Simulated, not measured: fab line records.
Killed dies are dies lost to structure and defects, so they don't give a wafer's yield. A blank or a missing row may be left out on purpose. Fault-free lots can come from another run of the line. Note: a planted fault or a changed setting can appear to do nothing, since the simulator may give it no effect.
Problem report, 8D (eight disciplines) form, completed by code + flow sky130 + the parts of the form that need people (team, actions taken, sign-off) are left out

## 1. WHAT WENT WRONG
cd_nm at SKY_SD_N_CD_MEAS_07 reads a mean of 307.0 nm on 3 wafers of 2 lots; wafers without a fault read 379.9 nm with a standard deviation of 3. Relative to the usual mean, that is a shift of -24 standard deviations.
The step: target cd 380 nm.
Seen first at day 33 20:59 on cd_sem-02, wafer L191.3. The record has a number at this step for 39 wafers belonging to 13 lots. Rule for "out" (also "out of limits"): further than 4 standard deviations from the usual mean. The rest of the wafers with a number are treated as sound.

## 2. WHAT IT IS; WHAT IT IS NOT
| question                    | is                     | is not                                                                          |
|-----------------------------|------------------------|---------------------------------------------------------------------------------|
| which readings at this step | cd_nm                  | -                                                                               |
| which lots                  | L191, L192             | L175, L176, L177, L178, L180, L181, L182, L183, L184, L194, L196                |
| which wafers of those lots  | L191.3, L192.3, L192.6 | L191.2, L191.4, L192.5                                                          |
| read on which gauges        | cd_sem-01, cd_sem-02   | -                                                                               |
| when                        | from day 33 20:59      | up to then (29 sound wafers); but 7 sound wafers of L192, L194, L196 came after |

## 3. SUSPECTS, AND WHAT RULES EACH OUT
Counting: if a tool at a process step up to the reading ran every lot that is out, it stays a suspect. Sound lots after the first of them don't rule it out here, since some wafers of a struck lot are sound.
- ruled out: the gauge at SKY_SD_N_CD_MEAS_07. Those wafers that are out were read across 2 gauges (cd_sem-01, cd_sem-02).
- litho_track-02 at SKY_SD_N_DEVELOP_06 (develop time 60 s): kept. It ran every lot that is out, first L191 (day 33 20:50); its last sound lot up to then is L184 (day 32 00:11).
Left after counting: litho_track-02 at SKY_SD_N_DEVELOP_06.

## 4. THE CAUSE (what the simulator had put in)
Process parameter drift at SKY_SD_N_DEVELOP_06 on litho_track-02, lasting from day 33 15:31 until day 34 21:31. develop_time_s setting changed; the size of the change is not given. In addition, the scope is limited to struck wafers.
This tool alone remained once counting was done.

## 5. THE EFFECT CHAIN, in route order
One row per reading whose mean, taken over the struck wafers that have a number, lies over 3 standard deviations from the usual. Readings are gone through only where the record gives a usual standard deviation; hours: the median, over the lots, of the time from a lot's start at the first step in this table giving one to that lot's start at this step; sigmas: the change measured in usual standard deviations.
| hours | step                | reading | usual    | on struck wafers | change | sigmas |
|-------|---------------------|---------|----------|------------------|--------|--------|
| 0     | SKY_SD_N_CD_MEAS_07 | cd_nm   | 379.9 nm | 307.0            | -72.9  | -24    |
Later measuring or inspecting steps at which every struck wafer that the step has a row for has a number for every such reading, and none has moved that far: SKY_SD_N_TW_MEAS_12.

## 6. WHAT WOULD HAVE CAUGHT IT SOONER
Counted from the fault's start at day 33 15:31, it took 5 hours until the first out-of-limits reading at a measuring or inspecting step in this record, taken at day 33 20:59.
Tool readings at SKY_SD_N_DEVELOP_06 with a usual standard deviation given in the record: none out on any struck wafer, hence no alarm at a limit of 4 standard deviations on them.
Lots out: 2; of these, L192 started SKY_SD_N_DEVELOP_06 on litho_track-02 after day 33 20:59. Putting the tool on hold at that point would have spared it.
